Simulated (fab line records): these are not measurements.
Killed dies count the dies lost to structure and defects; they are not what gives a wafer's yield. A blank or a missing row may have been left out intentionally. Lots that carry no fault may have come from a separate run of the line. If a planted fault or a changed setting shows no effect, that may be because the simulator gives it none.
One fault through the eyes of 2 desks ; flow gf180mcu ; every desk sees just its own numbers, and what lay behind them comes last

FOR THE TOOL OWNER'S DESK: rie_diel-01
The tool's own readings at GF_STI_ETCH_13 (etches the open film in CHF3/O2, stops on Si, target depth 282.31 nm, time 112.9 s): means of the sampled wafers that have a number, for each lot that ran on this tool. A lot is out of limits, marked OUT, if its mean lies more than 4 standard deviations from the usual mean; the brackets give that distance.
Columns: A = drypump_motor_current_A at GF_STI_ETCH_13, usual 5.8 A; B = oes_product_au at GF_STI_ETCH_13, usual 0.832 a.u.; C = run_length_s at GF_STI_ETCH_13, usual 141.3 s; D = throttle_valve_pct at GF_STI_ETCH_13, usual 8.810 %
lot;first seen here;A;B;C;D
L933;day 2 06:51;6.1;0.834;141.2;8.810
L938;day 3 08:47;6.3;0.829;141.5;8.806
L941;day 4 00:06;6.1;0.833;141.3;8.808
L945;day 4 20:09;6.3;0.963 (+21) OUT;126.9 (-23) OUT;8.851 (+4.1) OUT
L949;day 5 17:07;6.2;0.950 (+19) OUT;127.5 (-22) OUT;8.846
This desk's finding: out of limits on L945, L949; first on L945, day 4 20:09 (oes_product_au at GF_STI_ETCH_13). In limits: L933, L938, L941.

FROM THE METROLOGY DESK
What the gauges read, lot by lot, whatever tool the lot ran on: means of the sampled wafers that have a number. A lot is out of limits, marked OUT, if its mean lies more than 4 standard deviations from the usual mean; the brackets give that distance.
Columns: A = VT_IMPLANT_01_OVL at GF_VT_IMPLANT_OVL_MEAS_18, usual 0.3 nm
lot;first seen here;A
L932;day 6 07:52;-1.4
L933;day 6 12:35;2.0
L936;day 7 06:54;-0.5
L938;day 7 19:17;0.0
L940;day 8 08:28;0.3
L941;day 8 13:22;0.8
L943;day 9 05:30;1.5
L945;day 9 13:06;0.1
L946;day 9 23:25;0.5
L949;day 10 21:40;-0.1
L952;day 11 14:28;0.4
Result from this desk: across the 11 lots, nothing is out of limits.

TAKEN TOGETHER
The tool owner's desk could have raised an alarm at day 4 20:09, on L945, L949.
Metrology desk: nothing out of limits seen.
The metrology desk has L945, L949 on record, within its limits.
On rie_diel-01, each named lot ran GF_STI_ETCH_13.

WHAT THE SIMULATOR PUT IN
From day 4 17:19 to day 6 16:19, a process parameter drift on rie_diel-01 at GF_STI_ETCH_13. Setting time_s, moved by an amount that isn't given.
Shown lots that were struck: L945, L949.
Hours from the fault's start to each desk's first reading out of limits: the tool owner's desk, 3.
